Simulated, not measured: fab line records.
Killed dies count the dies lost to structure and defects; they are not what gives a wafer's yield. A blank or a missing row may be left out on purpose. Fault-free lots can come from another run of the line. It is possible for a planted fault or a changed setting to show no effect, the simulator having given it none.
Struck lot and sound lot, side by side	flow gf180mcu	23 out of 602 route steps
Sound: wafers L366.2, L366.4, L366.6. Struck: wafers L371.1, L371.5. (L371.4 of the same lot was not struck and is left out.) The cause comes at the end.
For every step that has rows: the tool of each side, followed by ch and its chambers, followed by its first start. Under that, the readings that differ: sound wafers	struck wafers	difference of the means	sigmas: that difference in standard deviations of wafers without a fault.
alike: a reading whose means differ by less than 2 such deviations, as well as words and numbers matching on both sides. not compared: withheld readings; readings where some wafer has no value; bounds like >300 that might hide an equal value; numbers whose values overlap and for which the record gives no deviation.
A row with sigmas, a row that says differs or no value, or rows on one side alone: a step with any of these is where the two part. Numbers that don't overlap but have no deviation are shown without sigmas and don't part them. Lack of a reading on every wafer of one side parts them only where that side has two or more wafers.

first, 5 steps without rows for these wafers: GF_MVSD_COAT_02 (resist thk 3000 nm); GF_MVSD_SOFTBAKE_03; GF_MVSD_EXPOSE_04 (exposes mask MVSD, target cd 1000 nm); GF_MVSD_PEB_05; GF_MVSD_DEVELOP_06 (develop time 60 s).
GF_MVSD_OVL_MEAS_07:
  sound: overlay-02 at day 5 21:47; struck: overlay-01 at day 7 00:42
  alike: MVSD_OVL
then, 2 steps without rows for these wafers: GF_MVSD_IMPLANT_08; GF_MVSD_IMPLANT_09.
GF_MVSD_STRIP_10: strips in O2/N2.
  sound on plasmaAsher-04 ch 0,1, day 5 22:07; struck on plasmaAsher-04 ch 0,1, day 7 01:02
reading	sound	struck	difference	sigmas
oesProductAu (a.u.)	0.727 0.720 0.737	0.712 0.721	-0.012	-3
  alike: chamberPressureMTorr, drypumpMotorCurrentA, heaterPowerW, n2FlowSccm, stripTimeToEndpointS
  not compared: rfHoursCounterH
GF_MVSD_TW_MEAS_11:
  sound: filmMetro-02 at day 5 22:13; struck: filmMetro-02 at day 7 01:08
  alike: MVSD_TW
then, 2 steps without rows for these wafers: GF_MVPSD_DEHYDRATE_00 (time 60 s); GF_MVPSD_HMDS_01 (prime time 60 s).
GF_MVPSD_COAT_02: resist thk 3000 nm.
  sound on lithoTrack-03 ch 0, day 6 04:45; struck on lithoTrack-03 ch 0, day 7 08:37
reading	sound	struck	difference	sigmas
model.coat_of_MVPSD_COAT_02.thkNm (nm)	3001 3001 2988	3143 3138	+144	
  alike: resistLineTempC, spinSpeedRpm
then, 3 steps without rows for these wafers: GF_MVPSD_SOFTBAKE_03; GF_MVPSD_EXPOSE_04 (exposes mask MVPSD, target cd 1000 nm); GF_MVPSD_PEB_05.
GF_MVPSD_DEVELOP_06: develop time 60 s.
  sound on lithoTrack-02 ch 0; struck on lithoTrack-01 ch 0
reading	sound	struck	difference	sigmas
model.coat_of_MVPSD_COAT_02.thkNm (nm)	3000 3000 2987	3142 3137	+144	
  alike: resistLineTempC
GF_MVPSD_OVL_MEAS_07:
  sound: overlay-01 at day 6 12:37; struck: overlay-02 at day 7 16:27
  alike: MVPSD_OVL
then, 2 steps without rows for these wafers: GF_MVPSD_IMPLANT_08; GF_MVPSD_IMPLANT_09.
GF_MVPSD_STRIP_10: strips in O2/N2.
  sound on plasmaAsher-01 ch 0,1, day 6 12:56; struck on plasmaAsher-01 ch 0, day 7 16:47
reading	sound	struck	difference	sigmas
stripTimeToEndpointS (s)	36.98 36.96 36.80	38.60 38.55	+1.66	+20
  alike: chamberPressureMTorr, drypumpMotorCurrentA, heaterPowerW, n2FlowSccm, oesProductAu
  not compared: rfHoursCounterH
GF_MVPSD_TW_MEAS_11:
  sound: filmMetro-03 at day 6 13:03; struck: filmMetro-02 at day 7 16:53
  alike: MVPSD_TW
-- the record jumps here: 25 days lie between the struck wafers' starts before and after (it left off in module MVPSD and takes up again in module PASSIVATION, whose first step shown is number 602 of the route) --
GF_PASSIVATION_PROBE_99:
  rows exist in the record for the struck wafers here (prober-02, day 32 08:03), but not for the sound ones

## WHERE THEY PART
First at GF_MVSD_STRIP_10; last, within this record, at GF_PASSIVATION_PROBE_99.

WHY: what had been put in by the simulator
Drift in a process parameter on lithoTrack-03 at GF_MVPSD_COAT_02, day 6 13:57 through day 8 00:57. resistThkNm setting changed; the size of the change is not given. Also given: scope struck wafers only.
